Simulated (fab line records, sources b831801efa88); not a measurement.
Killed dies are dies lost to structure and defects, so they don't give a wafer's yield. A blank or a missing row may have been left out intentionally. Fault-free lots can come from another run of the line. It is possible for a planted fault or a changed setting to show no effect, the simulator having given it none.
A lot that was struck, set against a sound lot    flow sky130    15 out of 708 route steps
Sound: these wafers, L734.1, L734.2, L734.6. Wafers struck: L743.1, L743.2, L743.4. The cause comes at the end.
For every step that has rows: the tool of each side, followed by ch and its chambers, followed by its first start. Under that, the readings that differ: sound wafers    struck wafers    difference of the means    sigmas: that difference in standard deviations of wafers without a fault.
alike: a reading whose means differ by less than 2 such deviations, as well as words and numbers matching on both sides. not compared: withheld readings; readings where some wafer has no value; bounds like >300 that might hide an equal value; numbers whose values overlap and for which the record gives no deviation.
The two part at a step that has a row with sigmas, a row that says differs or no value, or rows on one side only. Non-overlapping numbers with no deviation appear without sigmas and do not part them. Lack of a reading on every wafer of one side parts them only where that side has two or more wafers.

SKY_LDD_HVP_TW_MEAS_10:
  sound: film_metro-03 at day 21 10:32; struck: film_metro-02 at day 25 01:56
reading     sound        struck       difference  sigmas
LDD_HVP_TW  449 454 454  465 465 463  +12         +3
then, 7 steps without rows for these wafers: SKY_LDD_LDN_DEHYDRATE_00 (time 60 s); SKY_LDD_LDN_HMDS_01 (prime time 60 s); SKY_LDD_LDN_COAT_02 (resist thk 1140 nm); SKY_LDD_LDN_SOFTBAKE_03 (time 60 s); SKY_LDD_LDN_EXPOSE_04 (exposes mask LDNTM, target cd 700 nm); SKY_LDD_LDN_PEB_05; SKY_LDD_LDN_DEVELOP_06 (develop time 60 s).
SKY_LDD_LDN_OVL_MEAS_07:
  sound: overlay-02 at day 22 16:37; struck: overlay-02 at day 26 07:09
  alike: LDD_LDN_OVL
then, 3 steps without rows for these wafers: SKY_LDD_LDN_IMPLANT_08; SKY_LDD_LDN_IMPLANT_09; SKY_LDD_LDN_IMPLANT_10.
SKY_LDD_LDN_IMPLANT_11:
  sound on implanter-02 ch 0, day 22 17:06; struck on implanter-01 ch 0, day 26 07:38
reading             sound                            struck                         difference  sigmas
dose_ions_cm2       1.2526e+13 1.251e+13 1.2517e+13  8.881e+12 8.875e+12 8.859e+12  -3.646e+12  -99 or more
faraday_current_uA  72.6 71.5 70.9                   48.5 49.4 46.8                 -23.4       -16
  alike: rotation_deg
SKY_LDD_LDN_STRIP_12: strips in O2/N2.
  sound on plasma_asher-03 ch 0,1, day 22 17:15; struck on plasma_asher-01 ch 0,1, day 26 07:47
  alike: drypump_motor_current_A, n2_flow_sccm, oes_product_au, strip_time_to_endpoint_s
  not compared: rf_hours_counter_h
-- record jumps: 22 days separate the struck wafers' starts on either side; left off in module LDD_LDN, taken up again in module PAD_OPEN, whose first shown step is the route's number 708 --
SKY_PAD_OPEN_PROBE_99:
  sound: prober-02 at day 45 13:09; struck: prober-01 at day 48 00:13
  alike: killed_at_M0_to_M3, killed_at_M4_up, killed_at_contacts, killed_at_front_end, killed_at_other, killed_dies, killed_open, killed_short
  not compared: model.etest.tip_sonos.rs_ohm_sq

== WHERE THEY PART ==
At SKY_LDD_HVP_TW_MEAS_10 first; at SKY_LDD_LDN_IMPLANT_11 last (within this record only). Later steps at which nothing parts them and some readings are alike: SKY_LDD_LDN_STRIP_12, SKY_PAD_OPEN_PROBE_99.

WHY: whatever the simulator had introduced
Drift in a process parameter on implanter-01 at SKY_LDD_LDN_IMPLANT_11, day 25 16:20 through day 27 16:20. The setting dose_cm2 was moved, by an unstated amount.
